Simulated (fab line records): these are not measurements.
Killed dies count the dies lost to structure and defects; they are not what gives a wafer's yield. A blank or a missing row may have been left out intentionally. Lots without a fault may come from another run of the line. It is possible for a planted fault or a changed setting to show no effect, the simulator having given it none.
Which tool was responsible?	flow sky130	36 wafers sampled from 12 lots at 1 step of a route of 708

## WHAT THE GAUGES SHOWED, per wafer
SKY_GATE_OXIDE_OVL_MEAS_10.
lot	measured	on	GATE_OXIDE_OVL (nm)
L948	day 13 18:16	overlay-01	0.8 1.0 -0.2
L949	day 14 01:20	overlay-01	-0.1 0.3 -0.7
L950	day 14 05:11	overlay-02	-0.9 0.6 -0.2
L951	day 14 11:44	overlay-01	-2.7 -2.6 -1.9
L952	day 14 21:44	overlay-01	3.4 1.1 1.6
L954	day 16 07:01	overlay-02	-0.6 2.0 1.0
L955	day 16 10:38	overlay-01	2.4 3.8 0.3
L958	day 17 00:23	overlay-01	1.1 1.8 -0.5
L960	day 18 13:59	overlay-02	-0.2 -0.9 -0.6
L961	day 18 17:02	overlay-02	0.7 0.4 -1.7
L962	day 19 02:38	overlay-02	0.0 0.8 -0.4
L967	day 19 23:16	overlay-02	-0.5 1.3 0.8

## EACH LOT AND THE TOOL THAT RAN IT (in order: tool; ch and the chambers of the sampled wafers; start)
No process step before these readings appears in the record.

## WHAT THE TOOLS THEMSELVES READ (means of the sampled wafers that have a number; where no wafer has one, the mark that the record gives instead)
The record holds no such reading with a usual standard deviation.

## THE ANSWER, worked out from the rows above alone
Rule: usual is defined by the lots themselves. The widest of any qualifying gaps counts: lots, ordered by their means at a reading, are off when they make up no more than a third of the lots, leave a main group of 4 or more, and stand apart from it by 3 or more times the standard deviation of that group's means. A main group is skipped when, at the precision printed for the reading in the tables above, its means are all equal. A lot without any number at a reading at which 4 lots or more have one is off too. Any other lot the step has rows for is counted as sound. Order of review: gauges by route order, followed by the tools' own readings, for which a lot's mean as printed above is used. At the first step where some lot is off, the reading lying furthest off is the one used; lots without a number count as furthest.
Nothing can be told from this: no lot is off at any reading shown.

## WHAT THE SIMULATOR HAD PUT IN
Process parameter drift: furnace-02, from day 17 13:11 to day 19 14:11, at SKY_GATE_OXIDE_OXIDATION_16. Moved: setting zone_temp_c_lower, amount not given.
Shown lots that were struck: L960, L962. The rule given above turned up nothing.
